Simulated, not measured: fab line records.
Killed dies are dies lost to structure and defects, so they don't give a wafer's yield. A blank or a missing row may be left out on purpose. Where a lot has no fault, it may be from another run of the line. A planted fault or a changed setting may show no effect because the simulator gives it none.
Matching of chambers + flow gf180mcu + 4 sister chambers for GF_V1_CMP_04 on cmp-02
The step polishes SiO2. 8 wafers are shown with their chamber, then 7 later ones without.

EACH WAFER AND ITS CHAMBER
| wafer  | chamber | motorCurrentA (A) | edgeZonePressureFrac |
|--------|---------|-------------------|----------------------|
| L553.5 | 3       | 10.2              | 1.008                |
| L554.5 | 2       | 10.9              | 1.001                |
| L554.6 | 1       | 12.1              | 1.003                |
| L558.2 | 3       | 11.3              | 0.994                |
| L558.4 | 0       | 13.0              | 0.988                |
| L558.6 | 0       | 13.4              | 0.997                |
| L562.2 | 2       | 11.3              | 0.998                |
| L562.3 | 1       | 12.7              | 0.991                |

WAFERS WITHOUT THEIR CHAMBER
| wafer  | motorCurrentA (A) | edgeZonePressureFrac |
|--------|-------------------|----------------------|
| L562.6 | 10.7              | 1.005                |
| L563.1 | 12.0              | 1.004                |
| L563.2 | 13.0              | 0.998                |
| L563.5 | 12.9              | 1.004                |
| L568.4 | 11.5              | 1.000                |
| L568.5 | 13.0              | 1.006                |
| L568.6 | 11.8              | 1.006                |

THE CHAMBER EACH PASSED THROUGH
| wafer  | from the rows above               | in truth |
|--------|-----------------------------------|----------|
| L562.6 | can't be placed: 3 or 2           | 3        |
| L563.1 | can't be placed: 1 or 2 or 3 or 0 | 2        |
| L563.2 | can't be placed: 0 or 1           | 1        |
| L563.5 | can't be placed: 1 or 0           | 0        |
| L568.4 | can't be placed: 2 or 3 or 1      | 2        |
| L568.5 | can't be placed: 1 or 0           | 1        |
| L568.6 | can't be placed: 2 or 1 or 3 or 0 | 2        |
0 of 7 placed correctly. Cannot be placed on the basis of these rows: 7; the candidates contain the true chamber in 7. Wrongly placed: 0.
How it was worked out, from the rows above alone: a wafer's distance from a chamber is the root of the sum, over the readings, of the square of ((its reading less the chamber's mean) divided by the reading's scatter). If the next closest chamber is less than 2 further off than the closest, the wafer can't be placed; otherwise it belongs to the closest. The mean given for a chamber averages the wafers shown for that chamber. The scatter: the root of (the sum of the squares of (reading less its chamber's mean) over the shown wafers, divided by (wafers less chambers)).
